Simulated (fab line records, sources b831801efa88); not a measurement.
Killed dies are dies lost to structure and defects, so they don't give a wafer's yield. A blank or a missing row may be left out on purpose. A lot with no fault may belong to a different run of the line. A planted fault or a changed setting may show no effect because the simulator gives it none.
Commonality check across tools / flow sky130 / Sample size 11 lots and 33 wafers

== WHY IT WAS OPENED ==
Of 11 lots, 3 have the reading POLY_GATE_CVD_00_THK flagged at SKY_POLY_GATE_THK_MEAS_01. No-fault wafers: 180.9 nm, standard deviation 1.9.
Rule: a lot is flagged in two cases, either no wafer of it has a number, or all its wafers with numbers fall more than 4 standard deviations from that mean. All remaining lots are regarded as sound.

lot=L314; measured=day 15 01:38; on=filmMetro-03; POLY_GATE_CVD_00_THK (nm), wafer by wafer=178.4 179.8 181.1; flag=
lot=L315; measured=day 15 06:40; on=filmMetro-02; POLY_GATE_CVD_00_THK (nm), wafer by wafer=178.8 179.1 176.5; flag=
lot=L316; measured=day 15 08:22; on=filmMetro-03; POLY_GATE_CVD_00_THK (nm), wafer by wafer=183.3 182.6 182.9; flag=
lot=L318; measured=day 15 16:45; on=filmMetro-02; POLY_GATE_CVD_00_THK (nm), wafer by wafer=180.5 179.3 178.7; flag=
lot=L320; measured=day 16 16:02; on=filmMetro-03; POLY_GATE_CVD_00_THK (nm), wafer by wafer=178.9 180.8 180.7; flag=
lot=L322; measured=day 17 06:46; on=filmMetro-02; POLY_GATE_CVD_00_THK (nm), wafer by wafer=181.5 180.2 180.6; flag=
lot=L321; measured=day 17 06:47; on=filmMetro-03; POLY_GATE_CVD_00_THK (nm), wafer by wafer=181.9 183.4 182.2; flag=
lot=L325; measured=day 18 04:37; on=filmMetro-04; POLY_GATE_CVD_00_THK (nm), wafer by wafer=180.1 181.1 181.0; flag=
lot=L329; measured=day 20 02:58; on=filmMetro-02; POLY_GATE_CVD_00_THK (nm), wafer by wafer=126.9 126.4 127.4; flag=FLAGGED
lot=L330; measured=day 20 11:31; on=filmMetro-04; POLY_GATE_CVD_00_THK (nm), wafer by wafer=127.3 128.7 126.5; flag=FLAGGED
lot=L331; measured=day 20 16:39; on=filmMetro-02; POLY_GATE_CVD_00_THK (nm), wafer by wafer=131.8 131.5 132.9; flag=FLAGGED
The numbers of the flagged lots are 128.8 nm on average: -52.1 nm against the usual, or -27 standard deviations.

== TOOL THAT RAN EACH LOT ==
3 process steps preceding the reading are held in the record, out of 708 steps in the route. Cell contents, in order: the tool; ch with the chambers the sampled wafers went through; the start.
lot=L314; flag=; SKY_VT_ADJUST_HVTR_STRIP_10=plasmaAsher-01 ch 0,1, day 10 12:03; SKY_VT_ADJUST_PCH_STRIP_09=plasmaAsher-01 ch 0, day 11 09:57; SKY_POLY_GATE_CVD_00=lpcvd-01 ch 0, day 15 00:26
lot=L315; flag=; SKY_VT_ADJUST_HVTR_STRIP_10=plasmaAsher-03 ch 0,1, day 10 12:21; SKY_VT_ADJUST_PCH_STRIP_09=plasmaAsher-04 ch 0,1, day 11 10:54; SKY_POLY_GATE_CVD_00=lpcvd-01 ch 0, day 15 05:28
lot=L316; flag=; SKY_VT_ADJUST_HVTR_STRIP_10=plasmaAsher-01 ch 0,1, day 10 14:42; SKY_VT_ADJUST_PCH_STRIP_09=plasmaAsher-01 ch 0,1, day 11 14:46; SKY_POLY_GATE_CVD_00=lpcvd-01 ch 1, day 15 07:10
lot=L318; flag=; SKY_VT_ADJUST_HVTR_STRIP_10=plasmaAsher-03 ch 0,1, day 10 20:27; SKY_VT_ADJUST_PCH_STRIP_09=plasmaAsher-01 ch 0,1, day 11 21:38; SKY_POLY_GATE_CVD_00=lpcvd-01 ch 0, day 15 15:33
lot=L320; flag=; SKY_VT_ADJUST_HVTR_STRIP_10=plasmaAsher-01 ch 0,1, day 11 16:06; SKY_VT_ADJUST_PCH_STRIP_09=plasmaAsher-01 ch 0,1, day 12 17:19; SKY_POLY_GATE_CVD_00=lpcvd-01 ch 1, day 16 14:50
lot=L322; flag=; SKY_VT_ADJUST_HVTR_STRIP_10=plasmaAsher-01 ch 0,1, day 12 07:02; SKY_VT_ADJUST_PCH_STRIP_09=plasmaAsher-02 ch 0,1, day 13 08:04; SKY_POLY_GATE_CVD_00=lpcvd-01 ch 0, day 17 04:58
lot=L321; flag=; SKY_VT_ADJUST_HVTR_STRIP_10=plasmaAsher-01 ch 0,1, day 12 08:05; SKY_VT_ADJUST_PCH_STRIP_09=plasmaAsher-01 ch 0,1, day 13 10:07; SKY_POLY_GATE_CVD_00=lpcvd-01 ch 0, day 17 04:58
lot=L325; flag=; SKY_VT_ADJUST_HVTR_STRIP_10=plasmaAsher-02 ch 0,1, day 13 02:38; SKY_VT_ADJUST_PCH_STRIP_09=plasmaAsher-01 ch 0,1, day 14 04:32; SKY_POLY_GATE_CVD_00=lpcvd-01 ch 1, day 18 02:49
lot=L329; flag=FLAGGED; SKY_VT_ADJUST_HVTR_STRIP_10=plasmaAsher-01 ch 0,1, day 14 19:41; SKY_VT_ADJUST_PCH_STRIP_09=plasmaAsher-04 ch 0,1, day 15 23:16; SKY_POLY_GATE_CVD_00=lpcvd-01 ch 1, day 20 01:45
lot=L330; flag=FLAGGED; SKY_VT_ADJUST_HVTR_STRIP_10=plasmaAsher-02 ch 0,1, day 15 02:42; SKY_VT_ADJUST_PCH_STRIP_09=plasmaAsher-02 ch 0,1, day 16 06:39; SKY_POLY_GATE_CVD_00=lpcvd-01 ch 0, day 20 10:18
lot=L331; flag=FLAGGED; SKY_VT_ADJUST_HVTR_STRIP_10=plasmaAsher-02 ch 0,1, day 15 07:05; SKY_VT_ADJUST_PCH_STRIP_09=plasmaAsher-01 ch 0,1, day 16 11:04; SKY_POLY_GATE_CVD_00=lpcvd-01 ch 0, day 20 14:51
What is done by these steps:
- SKY_VT_ADJUST_HVTR_STRIP_10: strips in O2/N2.
- SKY_VT_ADJUST_PCH_STRIP_09: strips in O2/N2.
- SKY_POLY_GATE_CVD_00: deposits poly-Si, target thk 180 nm, time 720 s.
- SKY_POLY_GATE_THK_MEAS_01

== FLAGGED AGAINST TOTAL, ONE TOOL AT A TIME (gauges that did the reading follow at the end) ==
step=SKY_VT_ADJUST_HVTR_STRIP_10; tool=plasmaAsher-01; lots run=6; flagged=1; share of the flagged lots=some; sound lots run after its first flagged lot=0
step=SKY_VT_ADJUST_HVTR_STRIP_10; tool=plasmaAsher-02; lots run=3; flagged=2; share of the flagged lots=some; sound lots run after its first flagged lot=0
step=SKY_VT_ADJUST_HVTR_STRIP_10; tool=plasmaAsher-03; lots run=2; flagged=0; share of the flagged lots=none; sound lots run after its first flagged lot=-
step=SKY_VT_ADJUST_PCH_STRIP_09; tool=plasmaAsher-01; lots run=7; flagged=1; share of the flagged lots=some; sound lots run after its first flagged lot=0
step=SKY_VT_ADJUST_PCH_STRIP_09; tool=plasmaAsher-02; lots run=2; flagged=1; share of the flagged lots=some; sound lots run after its first flagged lot=0
step=SKY_VT_ADJUST_PCH_STRIP_09; tool=plasmaAsher-04; lots run=2; flagged=1; share of the flagged lots=some; sound lots run after its first flagged lot=0
step=SKY_POLY_GATE_CVD_00; tool=lpcvd-01; lots run=11; flagged=3; share of the flagged lots=all; sound lots run after its first flagged lot=0
step=SKY_POLY_GATE_THK_MEAS_01; tool=filmMetro-02; lots run=5; flagged=2; share of the flagged lots=some; sound lots run after its first flagged lot=0
step=SKY_POLY_GATE_THK_MEAS_01; tool=filmMetro-03; lots run=4; flagged=0; share of the flagged lots=none; sound lots run after its first flagged lot=-
step=SKY_POLY_GATE_THK_MEAS_01; tool=filmMetro-04; lots run=2; flagged=1; share of the flagged lots=some; sound lots run after its first flagged lot=0

== WHAT IS ALLOWED BY THE TABLE ==
All flagged lots share 1 row of the table, namely lpcvd-01 at SKY_POLY_GATE_CVD_00.
- lpcvd-01 at SKY_POLY_GATE_CVD_00: 3 of its 11 lots flagged. It ran its last sound lot, L325, at day 18 02:49 and its first flagged lot, L329, at day 20 01:45: a fault with its onset between the two fits. Its own readings lie more than 4 standard deviations out on every wafer of the flagged lots: pressureMtorr.
One tool is left: lpcvd-01 at SKY_POLY_GATE_CVD_00.

== WHAT WAS PUT IN BY THE SIMULATOR ==
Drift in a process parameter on lpcvd-01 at SKY_POLY_GATE_CVD_00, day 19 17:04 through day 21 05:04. The setting pressureMtorr was moved by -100, starting from 200.
Shown lots that were struck: L329, L330, L331. The rule above found the same.
